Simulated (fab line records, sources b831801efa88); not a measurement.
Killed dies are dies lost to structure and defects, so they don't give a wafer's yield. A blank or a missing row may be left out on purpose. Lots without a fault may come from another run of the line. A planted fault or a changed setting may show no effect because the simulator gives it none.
Which tool did it? | flow sky130 | 24 lots, 72 wafers sampled, at 3 steps of a route of 708

WHAT THE GAUGES READ, wafer by wafer
SKY_VIA2_THK_MEAS_23: measures by xrf. Usual: VIA2_W_THK 445 nm, standard deviation 11.
lot  | measured     | on            | VIA2_W_THK (nm) | flag
L074 | day 36 16:46 | film_metro-04 | 464 442 456     |
L075 | day 37 02:44 | film_metro-04 | 461 456 440     |
L076 | day 37 07:17 | film_metro-01 | 455 440 446     |
L077 | day 37 21:42 | film_metro-01 | 450 467 469     |
L079 | day 38 16:50 | film_metro-01 | 440 437 437     |
L080 | day 38 17:49 | film_metro-04 | 436 430 436     |
L078 | day 38 18:04 | film_metro-02 | 445 439 444     |
L081 | day 38 20:37 | film_metro-01 | 436 437 436     |
L082 | day 39 15:28 | film_metro-01 | 436 436 436     |
L083 | day 39 18:11 | film_metro-04 | 432 431 433     |
L085 | day 39 23:11 | film_metro-01 | 438 442 445     |
L084 | day 40 04:59 | film_metro-02 | 441 446 445     |
L086 | day 40 09:14 | film_metro-02 | 434 436 430     |
L087 | day 40 18:55 | film_metro-01 | 442 446 447     |
L088 | day 40 23:59 | film_metro-04 | 436 436 448     |
L089 | day 41 08:40 | film_metro-04 | 438 438 438     |
L090 | day 41 15:08 | film_metro-02 | 451 454 468     |
L092 | day 42 05:04 | film_metro-01 | 444 436 443     |
L091 | day 42 10:34 | film_metro-02 | 471 453 472     |
L093 | day 42 11:34 | film_metro-02 | 445 439 440     |
L094 | day 42 19:22 | film_metro-04 | 435 433 437     |
L096 | day 43 02:34 | film_metro-04 | 452 465 450     |
L095 | day 43 07:56 | film_metro-01 | 464 458 472     |
L097 | day 43 20:55 | film_metro-02 | 440 448 452     |

WHICH TOOL RAN EACH LOT (tool, then ch and the chambers of the sampled wafers, then the start)
lot  | SKY_METAL2_SPUTTER_02        | SKY_VIA2_ETCH_15
L074 | pvd_sputter-02, day 34 08:55 | rie_diel-04 ch 0,1,3, day 36 15:49
L075 | pvd_sputter-02, day 34 18:37 | rie_diel-01 ch 2,3, day 37 01:46
L076 | pvd_sputter-02, day 34 23:04 | rie_diel-04 ch 1,2,3, day 37 06:19
L077 | pvd_sputter-02, day 35 13:58 | rie_diel-04 ch 1,2, day 37 20:41
L079 | pvd_sputter-03, day 36 10:08 | rie_diel-01 ch 1,2,3, day 38 15:52
L080 | pvd_sputter-02, day 36 10:22 | rie_diel-02 ch 0,2,3, day 38 16:52
L078 | pvd_sputter-03, day 36 10:43 | rie_diel-04 ch 0,2,3, day 38 17:03
L081 | pvd_sputter-03, day 36 13:08 | rie_diel-02 ch 0,1,2, day 38 19:37
L082 | pvd_sputter-04, day 37 08:53 | rie_diel-02 ch 0,1,3, day 39 14:30
L083 | pvd_sputter-04, day 37 12:08 | rie_diel-02 ch 2,3, day 39 17:13
L085 | pvd_sputter-03, day 37 17:52 | rie_diel-01 ch 0,2,3, day 39 22:12
L084 | pvd_sputter-02, day 37 23:28 | rie_diel-02 ch 0,1,3, day 40 04:00
L086 | pvd_sputter-04, day 38 03:20 | rie_diel-01 ch 0,2, day 40 08:15
L087 | pvd_sputter-03, day 38 13:14 | rie_diel-01 ch 2,3, day 40 17:53
L088 | pvd_sputter-03, day 38 19:02 | rie_diel-01 ch 1,2,3, day 40 23:00
L089 | pvd_sputter-04, day 39 04:17 | rie_diel-01 ch 2,3, day 41 07:42
L090 | pvd_sputter-03, day 39 10:27 | rie_diel-01 ch 0,1,2, day 41 14:08
L092 | pvd_sputter-03, day 40 02:38 | rie_diel-04 ch 0,2,3, day 42 04:04
L091 | pvd_sputter-02, day 40 05:55 | rie_diel-02 ch 0,1,3, day 42 09:35
L093 | pvd_sputter-02, day 40 07:31 | rie_diel-01 ch 0,1,3, day 42 10:37
L094 | pvd_sputter-04, day 40 16:55 | rie_diel-04 ch 1,2,3, day 42 18:25
L096 | pvd_sputter-02, day 40 23:52 | rie_diel-02 ch 0,1,2, day 43 01:34
L095 | pvd_sputter-04, day 41 05:52 | rie_diel-02 ch 1,2,3, day 43 06:54
L097 | pvd_sputter-03, day 41 18:51 | rie_diel-02 ch 0,3, day 43 19:56
- SKY_METAL2_SPUTTER_02: material AlCu, target thk 250 nm, time 13.3 s.
- SKY_VIA2_ETCH_15: etches SiO2 in C4F8/O2/Ar, stops on TiN, target depth 546 nm, time 84 s.

WHAT THE TOOLS THEMSELVES READ (means of the sampled wafers that have a number; where no wafer has one, the mark that the record gives instead)
SKY_METAL2_SPUTTER_02. Usual: throttle_valve_pct 29.9 %, standard deviation 1.2.
lot  | tool           | throttle_valve_pct (%) | flag
L074 | pvd_sputter-02 | 30.3                   |
L075 | pvd_sputter-02 | 30.3                   |
L076 | pvd_sputter-02 | 29.8                   |
L077 | pvd_sputter-02 | 28.3                   |
L079 | pvd_sputter-03 | 30.1                   |
L080 | pvd_sputter-02 | 29.6                   |
L078 | pvd_sputter-03 | 29.6                   |
L081 | pvd_sputter-03 | 29.5                   |
L082 | pvd_sputter-04 | 30.2                   |
L083 | pvd_sputter-04 | 30.3                   |
L085 | pvd_sputter-03 | 30.5                   |
L084 | pvd_sputter-02 | 29.3                   |
L086 | pvd_sputter-04 | 30.4                   |
L087 | pvd_sputter-03 | 29.6                   |
L088 | pvd_sputter-03 | 30.1                   |
L089 | pvd_sputter-04 | 30.3                   |
L090 | pvd_sputter-03 | 30.1                   |
L092 | pvd_sputter-03 | 29.9                   |
L091 | pvd_sputter-02 | 29.5                   |
L093 | pvd_sputter-02 | 28.0                   |
L094 | pvd_sputter-04 | 29.8                   |
L096 | pvd_sputter-02 | 30.2                   |
L095 | pvd_sputter-04 | 29.7                   |
L097 | pvd_sputter-03 | 30.9                   |

SKY_VIA2_ETCH_15. Usual: bias_w 1200 W, standard deviation 3.8; oes_product_au 0.940 a.u., standard deviation 0.0049.
lot  | tool        | bias_w (W) | oes_product_au (a.u.) | flag
L074 | rie_diel-04 | 1196       | 0.943                 |
L075 | rie_diel-01 | 1200       | 0.938                 |
L076 | rie_diel-04 | 1204       | 0.939                 |
L077 | rie_diel-04 | 1198       | 0.937                 |
L079 | rie_diel-01 | 1196       | 0.943                 |
L080 | rie_diel-02 | 1198       | 0.939                 |
L078 | rie_diel-04 | 1199       | 0.935                 |
L081 | rie_diel-02 | 1202       | 0.941                 |
L082 | rie_diel-02 | 1200       | 0.941                 |
L083 | rie_diel-02 | 1202       | 0.938                 |
L085 | rie_diel-01 | 1200       | 0.946                 |
L084 | rie_diel-02 | 1200       | 0.945                 |
L086 | rie_diel-01 | 1199       | 0.943                 |
L087 | rie_diel-01 | 1200       | 0.939                 |
L088 | rie_diel-01 | 1200       | 0.940                 |
L089 | rie_diel-01 | 1203       | 0.946                 |
L090 | rie_diel-01 | 1200       | 0.944                 |
L092 | rie_diel-04 | 1203       | 0.936                 |
L091 | rie_diel-02 | 1198       | 0.939                 |
L093 | rie_diel-01 | 1201       | 0.937                 |
L094 | rie_diel-04 | 1197       | 0.939                 |
L096 | rie_diel-02 | 1199       | 0.936                 |
L095 | rie_diel-02 | 1201       | 0.936                 |
L097 | rie_diel-02 | 1203       | 0.941                 |

THE ANSWER, worked out from the rows above alone
Rule: a lot is off if the mean of its wafers that have a number lies more than 3 standard deviations from the usual mean. A lot without any number at a reading at which 4 lots or more have one is off too. The other lots that the step has rows for count as sound. The gauges are gone through in route order, then the tools' own readings, and for those a lot's mean is taken as printed above. The first step at which some lot is off is used, and at that step the reading that is off furthest; a lot without a number counts as furthest.
No lot is off at any reading shown: from this, nothing can be told.

WHAT THE SIMULATOR HAD PUT IN
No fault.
